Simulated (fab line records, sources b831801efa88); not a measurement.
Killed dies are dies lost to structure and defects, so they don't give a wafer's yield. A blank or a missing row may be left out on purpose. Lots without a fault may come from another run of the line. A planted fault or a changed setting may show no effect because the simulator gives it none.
fab line records | flow sky130
record lots=6 wafers=18 last_day=50
route steps=708 shown METAL5@665 PAD_OPEN@708
lots that met no fault: from a run of the same line without faults
start_h: hours from the record's first day to the start of the lot's first wafer shown | wait_h: hours since the lot's step before | " the same as in the row above | L1.1+2: a row that stands for several wafers | - no value, or no start given | * or withheld: withheld | < > ~ a bound
route shown NAME@n: a module of which the file shows steps, and the number in the route of the first | usual: mean/standard deviation of fault-free wafers | same: alike in all rows | chamber/n: place in a boat | sites: the reading at each site | _std_site: their standard deviation | _edge_site: outer sites' mean less inner sites' | radius_mm: how far each site lies from the wafer's centre | mask NAME#n: copy n | behind: the tool/chamber that last shaped the wafer | hold: why the lot was held/for how many hours/how that ended | device: the transistor (n, p or np) that didn't switch | end of line: the same wafers' tests at the end of the route | a step without rows: its recipe alone | killed: dies lost to structure and defects at the first sort, not the wafer's yield | map: a wafer's dies, x killed, . not, _ none there
set.NAME: the setting as run; set.NAME@STEP: as run at that earlier step | model.NAME: the simulator's own value behind a step, which no gauge read
lots at some steps of the route; a table a step, a row a wafer
services: from which hour (start_h, from the record's first day; less than 0 if before it) a tool's chamber was out of use, for how many hours, and why
## steps
# step SKY_METAL5_SPUTTER_04
# recipe material=TiN target_thk_nm=70 power_w=6500 time_s=58.3 chamber_pressure_pa=0.4
# usual throttle_valve_pct=29.7/0.57
# columns lot.wafer tool chamber start_h wait_h throttle_valve_pct
L266.3 pvd_sputter-03 - 1042.09 0.0 29.8
L266.4 " - " " 29.4
L266.6 " - " " 29.2
L269.1 pvd_sputter-01 - 1073.09 0.0 29.1
L269.2 " - " " 29.8
L269.3 " - " " 29.6
L270.1 pvd_sputter-03 - 1084.80 0.0 29.6
L270.3 " - " " 30.0
L270.4 " - " " 30.8
L277.2 pvd_sputter-03 - 1117.91 0.0 29.2
L277.5 " - " " 29.2
L277.6 " - " " 31.0
L279.2 pvd_sputter-03 - 1126.57 0.0 30.0
L279.4 " - " " 29.1
L279.6 " - " " 29.2
L282.1 pvd_sputter-03 - 1140.80 0.0 29.4
L282.5 " - " " 29.9
L282.6 " - " " 30.9
# step SKY_METAL5_RS_MEAS_05
# recipe thk_meas_gauge=four-point-probe reads=TiN_of_METAL5_SPUTTER_04+Ti_of_METAL5_SPUTTER_03+AlCu_of_METAL5_SPUTTER_02+TiN_of_METAL5_SPUTTER_01+Ti_of_METAL5_SPUTTER_00
# usual METAL5_ALCU_RS=0.0271/0.00031
# columns lot.wafer tool chamber start_h wait_h METAL5_ALCU_RS[ohm/sq]
L266.3 film_metro-03 - 1042.18 0.1 0.0268
L266.4 " - " " 0.0271
L266.6 " - " " 0.0269
L269.1 film_metro-03 - 1073.14 0.0 0.0270
L269.2 " - " " 0.0268
L269.3 " - " " 0.0268
L270.1 film_metro-04 - 1084.85 0.0 0.0269
L270.3 " - " " 0.0270
L270.4 " - " " 0.0273
L277.2 film_metro-03 - 1117.98 0.0 0.0268
L277.5 " - " " 0.0272
L277.6 " - " " 0.0272
L279.2 film_metro-04 - 1126.64 0.0 0.0271
L279.4 " - " " 0.0273
L279.6 " - " " 0.0271
L282.1 film_metro-04 - 1140.85 0.0 0.0278
L282.5 " - " " 0.0276
L282.6 " - " " 0.0279
# step SKY_METAL5_THK_MEAS_06
# recipe thk_meas_gauge=xrf reads=AlCu_of_METAL5_SPUTTER_02
# usual METAL5_ALCU_THK=1168/16
# columns lot.wafer tool chamber start_h wait_h METAL5_ALCU_THK[nm]
L266.3 film_metro-03 - 1042.28 0.1 1177
L266.4 " - " " 1168
L266.6 " - " " 1181
L269.1 film_metro-03 - 1073.26 0.1 1178
L269.2 " - " " 1184
L269.3 " - " " 1183
L270.1 film_metro-04 - 1084.97 0.1 1169
L270.3 " - " " 1167
L270.4 " - " " 1153
L277.2 film_metro-03 - 1118.09 0.1 1181
L277.5 " - " " 1158
L277.6 " - " " 1160
L279.2 film_metro-04 - 1126.75 0.1 1164
L279.4 " - " " 1157
L279.6 " - " " 1175
L282.1 film_metro-04 - 1140.97 0.1 1131
L282.5 " - " " 1134
L282.6 " - " " 1131
# step SKY_METAL5_DEHYDRATE_07
# recipe temp_c=200 time_s=60
# step SKY_METAL5_HMDS_08
# recipe prime_time_s=60 prime_temp_c=120
# step SKY_METAL5_COAT_09
# recipe resist=NOVOLAK spin_rpm=3000 resist_thk_nm=1800
# step SKY_METAL5_SOFTBAKE_10
# recipe temp_c=90 time_s=60 resist=NOVOLAK
# step SKY_METAL5_EXPOSE_11
# recipe mask_id=MM5 na=0.6 source_shape=conventional sigma_outer=0.6 polarization=unpolarized target_cd_nm=1600 dose_mj=190
# step SKY_METAL5_PEB_12
# recipe temp_c=withheld time_s=* resist=NOVOLAK
# step SKY_METAL5_DEVELOP_13
# recipe resist=NOVOLAK developer=TMAH develop_time_s=60 dev_temp_c=23
# step SKY_METAL5_DESCUM_14
# recipe chemistry=O2 source_power_w=150 bias_power_w=0 pressure_mtorr=10 temp_c=40 time_s=11
# usual chamber_pressure_mTorr=10.000/0.0091 drypump_motor_current_A=5.8/0.41 he_backside_leak_sccm=3.5/0.32 oes_product_au=0.996/0.0083
# columns lot.wafer tool chamber start_h wait_h chamber_pressure_mTorr drypump_motor_current_A he_backside_leak_sccm oes_product_au rf_hours_counter_h
L266.3 rie_metal-03 0 1063.52 0.1 10.007 5.8 3.1 0.994 -
L266.4 " 1 " " 9.996 5.5 3.4 0.991 -
L266.6 " 1 " " 9.996 5.5 3.4 1.009 -
L269.1 rie_metal-02 1 1093.29 0.1 10.003 5.7 3.6 1.000 21
L269.2 " 1 " " 9.999 5.6 3.5 0.989 -
L269.3 " 1 " " 9.982 5.7 3.6 0.999 -
L270.1 rie_metal-04 1 1104.79 0.1 9.993 6.1 3.5 0.991 13
L270.3 " 1 " " 9.993 6.1 3.5 0.981 -
L270.4 " 1 " " 10.007 6.1 3.4 0.982 -
L277.2 rie_metal-03 1 1137.45 0.1 10.012 5.5 3.4 1.004 27
L277.5 " 1 " " 10.008 5.4 3.4 0.994 -
L277.6 " 0 " " 10.001 5.8 3.1 0.999 -
L279.2 rie_metal-02 0 1145.60 0.1 10.012 6.4 3.6 0.996 11
L279.4 " 1 " " 10.008 5.7 3.4 0.985 -
L279.6 " 1 " " 9.989 5.7 3.4 0.991 -
L282.1 rie_metal-04 1 1158.89 0.1 9.999 6.1 3.5 0.991 20
L282.5 " 1 " " 9.994 6.1 3.6 0.990 -
L282.6 " 0 " " 10.011 5.0 3.4 1.017 -
# step SKY_METAL5_METAL_ETCH_15
# recipe target_depth_a=12600 stop_on=SiO2 over_etch_frac=0.2 time_s=252 chemistry=Cl2/BCl3 resist_sidewall_deg=86 pressure_mtorr=10 icp_w=900 bias_w=48.5 Cl2_flow_sccm=60 bcl3_flow_sccm=30
# usual chamber_pressure_mTorr=9.999/0.0096 drypump_motor_current_A=5.8/0.41 he_backside_leak_sccm=3.5/0.38 oes_product_au=0.894/0.0051 throttle_valve_pct=22.265/0.01
# columns lot.wafer tool chamber start_h wait_h chamber_pressure_mTorr drypump_motor_current_A he_backside_leak_sccm oes_product_au rf_hours_counter_h throttle_valve_pct
L266.3 rie_metal-03 0 1063.62 0.1 9.998 5.8 3.2 0.895 - 22.265
L266.4 " 1 " " 10.003 5.5 3.4 0.905 - 22.255
L266.6 " 1 " " 9.995 5.6 3.4 0.898 - 22.268
L269.1 rie_metal-02 1 1093.36 0.1 10.002 5.7 3.3 0.889 21 22.263
L269.2 " 1 " " 9.989 5.7 3.5 0.890 - 22.258
L269.3 " 1 " " 10.005 5.7 3.3 0.893 - 22.257
L270.1 rie_metal-04 1 1104.86 0.1 9.989 6.1 6.1 0.885 13 22.272
L270.3 " 1 " " 10.011 6.1 3.5 0.888 - 22.247
L270.4 " 1 " " 9.978 6.1 3.4 0.903 - 22.264
L277.2 rie_metal-03 1 1137.48 0.0 10.013 5.5 3.5 0.896 27 22.265
L277.5 " 1 " " 9.985 5.5 3.5 0.892 - 22.277
L277.6 " 0 " " 9.994 5.8 3.1 0.897 - 22.271
L279.2 rie_metal-02 0 1145.63 0.0 9.994 6.4 3.6 0.884 11 22.261
L279.4 " 1 " " 9.995 5.7 3.5 0.892 - 22.259
L279.6 " 1 " " 10.005 5.7 3.5 0.896 - 22.264
L282.1 rie_metal-04 1 1158.92 0.0 9.997 6.0 3.5 0.887 20 22.264
L282.5 " 1 " " 10.007 6.1 3.4 0.891 - 22.278
L282.6 " 0 " " 10.002 5.0 3.3 0.885 - 22.251
# step SKY_METAL5_STRIP_16
# recipe chemistry=O2/N2 power_w=1400 pressure_mtorr=1500 platen_temp_c=withheld o2_flow_sccm=3000 n2_flow_sccm=300 overash_fraction=0.5
# usual chamber_pressure_mTorr=1500.0/1.4 drypump_motor_current_A=5.8/0.47 oes_product_au=0.710/0.0047 strip_time_to_endpoint_s=13.11/0.11
# columns lot.wafer tool chamber start_h wait_h chamber_pressure_mTorr drypump_motor_current_A oes_product_au rf_hours_counter_h strip_time_to_endpoint_s model.NOVOLAK_of_METAL5_COAT_09.thk_nm
L266.3 plasma_asher-02 1 1063.81 0.1 1500.1 5.4 0.712 - 13.31 0
L266.4 " 0 " " 1499.1 6.4 0.716 - 13.04 0
L266.6 " 1 " " 1502.2 5.4 0.712 - 13.08 0
L269.1 plasma_asher-03 0 1093.83 0.4 - - - - - 1048
L269.2 " 1 " " - - - - - 1047
L269.3 " 0 " " - - - - - 1049
L270.1 plasma_asher-03 0 1105.33 0.4 - - - - - 1042
L270.3 " 0 " " - - - - - 1048
L270.4 " 1 " " - - - - - 1046
L277.2 plasma_asher-03 1 1137.71 0.2 1499.9 5.6 0.706 101 13.17 0
L277.5 " 1 " " 1499.1 5.6 0.714 - 13.22 0
L277.6 " 0 " " 1498.7 5.9 0.712 - 13.19 0
L279.2 plasma_asher-01 0 1145.86 0.2 1499.5 6.4 0.706 41 13.08 0
L279.4 " 0 " " 1499.3 6.4 0.708 - 13.22 0
L279.6 " 1 " " 1500.8 5.0 0.712 - 13.10 0
L282.1 plasma_asher-02 0 1159.16 0.2 1499.4 6.3 0.717 68 13.24 0
L282.5 " 0 " " 1498.1 6.4 0.708 - 13.15 0
L282.6 " 1 " " 1499.4 5.4 0.707 - 12.92 0
# step SKY_METAL5_STRIP_17
# recipe chemistry=post_etch_residue_remover time_s=1200 temp_c=72.5
# step SKY_PAD_OPEN_PROBE_99
# usual defect_limited_yield=82.4/1.7 killed_at_M0_to_M3=44/6.9 killed_at_M4_up=3.3/1.7 killed_at_contacts=24/4.7 killed_at_front_end=15/4.5 killed_at_other=0.2/0.49 killed_dies=86/8.4 killed_open=47/6.5 killed_short=39/6 sort_bin_3_pad_short=0.9/0.4 sort_bin_5_function=10.4/1.5 sort_bin_6_memory=6.3/1 sort_n_pass=406/8.4 sort_yield_pct=82.4/1.7
# same gross_dies=492 killed_at_back_side=0 sort_bin_4_leakage[%]=0 sort_bin_8_speed[%]=0
# columns lot.wafer tool chamber start_h wait_h defect_limited_yield[%] killed_at_M0_to_M3 killed_at_M4_up killed_at_contacts killed_at_front_end killed_at_other killed_dies killed_open killed_short sort_bin_3_pad_short[%] sort_bin_5_function[%] sort_bin_6_memory[%] sort_n_pass sort_yield_pct[%] model.etest.met5_comb.leak_log10_a_um model.etest.met5.line_ohm_um
L266.3 prober-01 - 1108.13 0.2 80.5 46 2 27 20 1 96 48 48 1.6 9.8 8.1 396 80.5 -11.95 0.01672
L266.4 prober-01 - 1108.18 0.2 77.8 64 2 23 20 0 109 54 55 0.6 14.2 7.3 383 77.8 -12.12 0.01691
L266.6 prober-01 - 1108.28 0.2 82.5 42 2 24 18 0 86 49 37 1.0 9.8 6.7 406 82.5 -12.13 0.01685
L269.1 prober-01 - 1135.94 0.1 80.1 41 6 29 22 0 98 51 47 1.6 11.0 7.3 394 80.1 -11.24 0.01747
L269.2 prober-01 - 1135.99 0.1 86.4 34 3 19 11 0 67 44 23 0.4 7.3 5.9 425 86.4 -11.15 0.01735
L269.3 prober-01 - 1136.04 0.2 80.7 37 7 31 19 1 95 52 43 1.2 10.6 7.5 397 80.7 -11.21 0.01747
L270.1 prober-02 - 1146.82 0.1 80.3 40 2 38 17 0 97 59 38 0.8 12.2 6.7 395 80.3 -11.25 0.01714
L270.3 prober-02 - 1146.92 0.2 84.6 43 3 20 10 0 76 48 28 1.0 8.9 5.5 416 84.6 -11.18 0.01734
L270.4 prober-02 - 1146.97 0.2 82.5 38 2 33 13 0 86 48 38 1.0 10.0 6.5 406 82.5 -11.03 0.01749
L277.2 prober-02 - 1176.69 0.1 83.9 44 3 22 10 0 79 34 45 1.0 9.6 5.5 413 83.9 -12.12 0.01668
L277.5 prober-02 - 1176.84 0.2 80.7 46 5 27 17 0 95 51 44 1.6 9.8 7.9 397 80.7 -12.07 0.01713
L277.6 prober-02 - 1176.89 0.2 83.5 41 2 22 16 0 81 50 31 0.2 10.8 5.5 411 83.5 -11.87 0.01692
L279.2 prober-02 - 1183.98 0.1 83.7 46 1 23 10 0 80 41 39 1.8 8.7 5.7 412 83.7 -12.03 0.01706
L279.4 prober-02 - 1184.08 0.2 79.5 53 3 25 20 0 101 60 41 0.8 12.0 7.7 391 79.5 -11.99 0.01715
L279.6 prober-02 - 1184.18 0.2 78.0 52 7 35 14 0 108 60 48 1.6 12.8 7.5 384 78.0 -12.09 0.01715
L282.1 prober-02 - 1195.47 0.1 83.1 49 3 19 11 1 83 49 34 0.8 10.6 5.5 409 83.1 -12.07 0.01752
L282.5 prober-02 - 1195.67 0.2 83.9 38 3 28 10 0 79 40 39 0.8 9.3 5.9 413 83.9 -12.07 0.01735
L282.6 prober-02 - 1195.72 0.2 80.7 48 4 26 17 0 95 55 40 1.0 12.6 5.7 397 80.7 -12.01 0.01743
# killed by level:class
L266.3 VIA1:geometric_particle:open=10 CONTACT:geometric_particle:open=10 METAL2:geometric_particle:short=8 LI_CONTACT:geometric_particle:open=6 METAL1:geometric_particle:short=6 VIA1:geometric_particle:short=5 VIA2:geometric_particle:short=5 FIELD_ISO:geometric_particle:short=4
L266.4 VIA1:geometric_particle:open=11 VIA1:geometric_particle:short=10 VIA3:geometric_particle:short=8 METAL2:geometric_particle:short=7 VIA3:geometric_particle:open=6 CONTACT:geometric_particle:open=6 VIA2:geometric_particle:open=6 FIELD_ISO:geometric_particle:short=5
L266.6 VIA1:geometric_particle:open=10 CONTACT:geometric_particle:open=9 VIA3:geometric_particle:open=7 FIELD_ISO:geometric_particle:open=6 LI_CONTACT:geometric_particle:open=6 FIELD_ISO:geometric_particle:short=5 POLY_GATE:geometric_particle:short=5 METAL1:geometric_particle:short=5
L269.1 CONTACT:geometric_particle:open=12 CONTACT:geometric_particle:short=8 VIA3:geometric_particle:open=7 METAL2:geometric_particle:short=6 METAL4:geometric_particle:short=6 LI_CONTACT:geometric_particle:open=5 VIA1:geometric_particle:open=5 METAL2:geometric_particle:open=5
L269.2 VIA2:geometric_particle:open=9 VIA3:geometric_particle:open=9 CONTACT:geometric_particle:open=6 VIA1:geometric_particle:open=6 FIELD_ISO:geometric_particle:short=4 LI_CONTACT:geometric_particle:open=4 CONTACT:geometric_particle:short=3 METAL4:geometric_particle:short=3
L269.3 LI_CONTACT:geometric_particle:open=9 CONTACT:geometric_particle:open=9 VIA1:geometric_particle:open=9 LI_CONTACT:geometric_particle:short=7 FIELD_ISO:geometric_particle:open=5 POLY_GATE:geometric_particle:open=5 METAL1:geometric_particle:short=5 VIA3:geometric_particle:open=5
L270.1 VIA1:geometric_particle:open=11 CONTACT:geometric_particle:open=11 LI_CONTACT:geometric_particle:open=10 VIA3:geometric_particle:open=7 CONTACT:geometric_particle:short=6 FIELD_ISO:geometric_particle:open=5 LOCAL_INTERCONNECT:geometric_particle:short=5 VIA2:geometric_particle:open=4
L270.3 VIA1:geometric_particle:open=13 VIA3:geometric_particle:open=10 VIA2:geometric_particle:open=8 CONTACT:geometric_particle:open=5 LI_CONTACT:geometric_particle:open=4 FIELD_ISO:geometric_particle:short=3 POLY_GATE:geometric_particle:short=3 LI_CONTACT:geometric_particle:short=3
L270.4 CONTACT:geometric_particle:short=9 CONTACT:geometric_particle:open=9 VIA1:geometric_particle:open=8 LI_CONTACT:geometric_particle:open=7 VIA2:geometric_particle:open=6 FIELD_ISO:geometric_particle:open=4 FIELD_ISO:geometric_particle:short=4 LI_CONTACT:geometric_particle:short=4
L277.2 LOCAL_INTERCONNECT:geometric_particle:short=9 VIA1:geometric_particle:open=8 POLY_GATE:geometric_particle:short=7 CONTACT:geometric_particle:open=7 VIA1:geometric_particle:short=5 VIA2:geometric_particle:open=5 VIA3:geometric_particle:short=5 METAL3:geometric_particle:short=4
L277.5 VIA1:geometric_particle:open=11 LI_CONTACT:geometric_particle:open=9 POLY_GATE:geometric_particle:open=7 LOCAL_INTERCONNECT:geometric_particle:short=7 CONTACT:geometric_particle:open=6 VIA2:geometric_particle:open=6 VIA1:geometric_particle:short=6 METAL1:geometric_particle:short=5
L277.6 VIA1:geometric_particle:open=9 CONTACT:geometric_particle:open=9 VIA2:geometric_particle:short=8 FIELD_ISO:geometric_particle:open=7 VIA2:geometric_particle:open=6 VIA3:geometric_particle:open=6 LI_CONTACT:geometric_particle:open=5 LOCAL_INTERCONNECT:geometric_particle:short=4
L279.2 CONTACT:geometric_particle:open=11 VIA2:geometric_particle:short=10 VIA2:geometric_particle:open=7 VIA1:geometric_particle:open=7 LI_CONTACT:geometric_particle:open=6 CONTACT:geometric_particle:short=4 METAL2:geometric_particle:short=4 METAL3:geometric_particle:short=4
L279.4 CONTACT:geometric_particle:open=14 VIA1:geometric_particle:open=12 FIELD_ISO:geometric_particle:open=7 VIA3:geometric_particle:open=7 VIA2:geometric_particle:short=7 METAL2:geometric_particle:short=6 FIELD_ISO:geometric_particle:short=5 VIA1:geometric_particle:short=5
L279.6 CONTACT:geometric_particle:open=16 VIA1:geometric_particle:open=16 LI_CONTACT:geometric_particle:open=8 METAL4:geometric_particle:short=7 METAL1:geometric_particle:short=6 FIELD_ISO:geometric_particle:open=5 LI_CONTACT:geometric_particle:short=5 METAL2:geometric_particle:short=5
L282.1 VIA1:geometric_particle:open=11 LI_CONTACT:geometric_particle:open=7 CONTACT:geometric_particle:open=7 VIA2:geometric_particle:open=5 VIA3:geometric_particle:open=5 METAL2:geometric_particle:short=4 METAL1:geometric_particle:short=4 VIA3:geometric_particle:short=4
L282.5 VIA1:geometric_particle:open=9 CONTACT:geometric_particle:open=8 LI_CONTACT:geometric_particle:open=7 METAL3:geometric_particle:short=7 LI_CONTACT:geometric_particle:short=6 METAL2:geometric_particle:short=6 METAL1:geometric_particle:short=5 VIA2:geometric_particle:open=4
L282.6 VIA1:geometric_particle:open=17 LOCAL_INTERCONNECT:geometric_particle:short=7 CONTACT:geometric_particle:open=7 VIA3:geometric_particle:open=6 LI_CONTACT:geometric_particle:open=5 METAL1:geometric_particle:short=5 METAL3:geometric_particle:short=5 SPACER:geometric_particle:open=4
## services
# columns tool chamber start_h hours kind
pvd_sputter-01 0 1019.69 - consumable_replace:kit
pvd_sputter-01 0 1019.69 18.0 scheduled_down
pvd_sputter-01 0 1019.69 18.0 vent_cycle
plasma_asher-01 - 1045.97 1.5 repair
plasma_asher-03 - 1048.70 0.7 repair
plasma_asher-03 - 1052.56 2.0 repair
pvd_sputter-03 1 1078.82 - consumable_replace:kit
pvd_sputter-03 1 1078.82 18.0 scheduled_down
pvd_sputter-03 1 1078.82 18.0 vent_cycle
rie_metal-02 0 1082.83 14.1 repair
rie_metal-03 0 1084.67 27.3 repair
rie_metal-02 - 1091.49 1.4 pm
pvd_sputter-01 3 1092.15 - consumable_replace:kit
pvd_sputter-01 3 1092.15 18.0 scheduled_down
pvd_sputter-01 3 1092.15 18.0 vent_cycle
rie_metal-04 0 1092.78 32.9 repair
pvd_sputter-03 - 1097.06 10.1 repair
plasma_asher-02 - 1102.52 1.6 repair
rie_metal-03 - 1116.39 2.8 pm
plasma_asher-03 - 1129.10 1.5 repair
pvd_sputter-03 0 1148.76 - consumable_replace:kit
pvd_sputter-03 0 1148.76 18.0 scheduled_down
pvd_sputter-03 0 1148.76 18.0 vent_cycle
plasma_asher-01 - 1151.02 0.5 repair
## key
first_sign step=SKY_METAL5_STRIP_16 reading=tool_record direction=missing
effect none on later readings
model_effect step=SKY_METAL5_STRIP_16 value=NOVOLAK_of_METAL5_COAT_09.thk_nm without=0 struck=1047
model_effect step=SKY_PAD_OPEN_PROBE_99 value=etest.met5_comb.leak_log10_a_um without=-11.98 struck=-11.18
met_at SKY_METAL5_STRIP_16
struck_wafers L269.1,L269.2,L269.3,L270.1,L270.3,L270.4
fault kind=skipped_step_whole tool=plasma_asher-03 chamber=- onset_h=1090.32 steps=SKY_METAL5_STRIP_16 scope=struck_lots_only
